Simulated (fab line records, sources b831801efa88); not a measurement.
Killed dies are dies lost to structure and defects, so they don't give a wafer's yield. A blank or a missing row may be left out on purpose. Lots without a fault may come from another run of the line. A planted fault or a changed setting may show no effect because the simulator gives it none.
Which tool did it? | flow sky130 | 6 lots, 18 wafers sampled, at 2 steps of a route of 708

WHAT THE GAUGES READ, wafer by wafer
SKY_CAP2M_RS_MEAS_03: measures by four-point-probe.
lot  | measured     | on            | CAP2M_TIN_RS (ohm/sq)
L112 | day 40 01:08 | film_metro-03 | 7.13 7.03 7.11
L115 | day 40 18:51 | film_metro-04 | 6.95 6.94 6.92
L117 | day 41 10:08 | film_metro-02 | 6.90 6.90 6.88
L121 | day 42 19:00 | film_metro-02 | 6.84 6.99 6.85
L126 | day 44 16:19 | film_metro-04 | 6.93 6.89 6.98
L132 | day 45 13:22 | film_metro-04 | 7.00 6.93 7.03

WHICH TOOL RAN EACH LOT (tool, then ch and the chambers of the sampled wafers, then the start)
lot  | SKY_SONOS_TUNNEL_WET_ETCH_10
L112 | wet_bench-02 ch 3, day 11 14:29
L115 | wet_bench-04 ch 1, day 12 12:24
L117 | wet_bench-04 ch 2, day 13 04:03
L121 | wet_bench-04 ch 3, day 14 16:18
L126 | wet_bench-02 ch 2, day 16 23:27
L132 | wet_bench-03 ch 0, day 18 09:20
- SKY_SONOS_TUNNEL_WET_ETCH_10: etches SiO2 in dHF, target depth 14 nm, time 280 s.

THE ANSWER, worked out from the rows above alone
Rule: what is usual is taken from the lots themselves. Put in order of their means at a reading, lots are off if they are a third of the lots or fewer, leave a main group of 4 or more, and stand apart from it by a gap of 3 or more times the standard deviation of the main group's means; of several such gaps the widest counts. A main group whose means are all the same, to the digits that the tables above print for the reading, isn't used. A lot without any number at a reading at which 4 lots or more have one is off too. The other lots that the step has rows for count as sound.
No lot is off at any reading shown: from this, nothing can be told.

WHAT THE SIMULATOR HAD PUT IN
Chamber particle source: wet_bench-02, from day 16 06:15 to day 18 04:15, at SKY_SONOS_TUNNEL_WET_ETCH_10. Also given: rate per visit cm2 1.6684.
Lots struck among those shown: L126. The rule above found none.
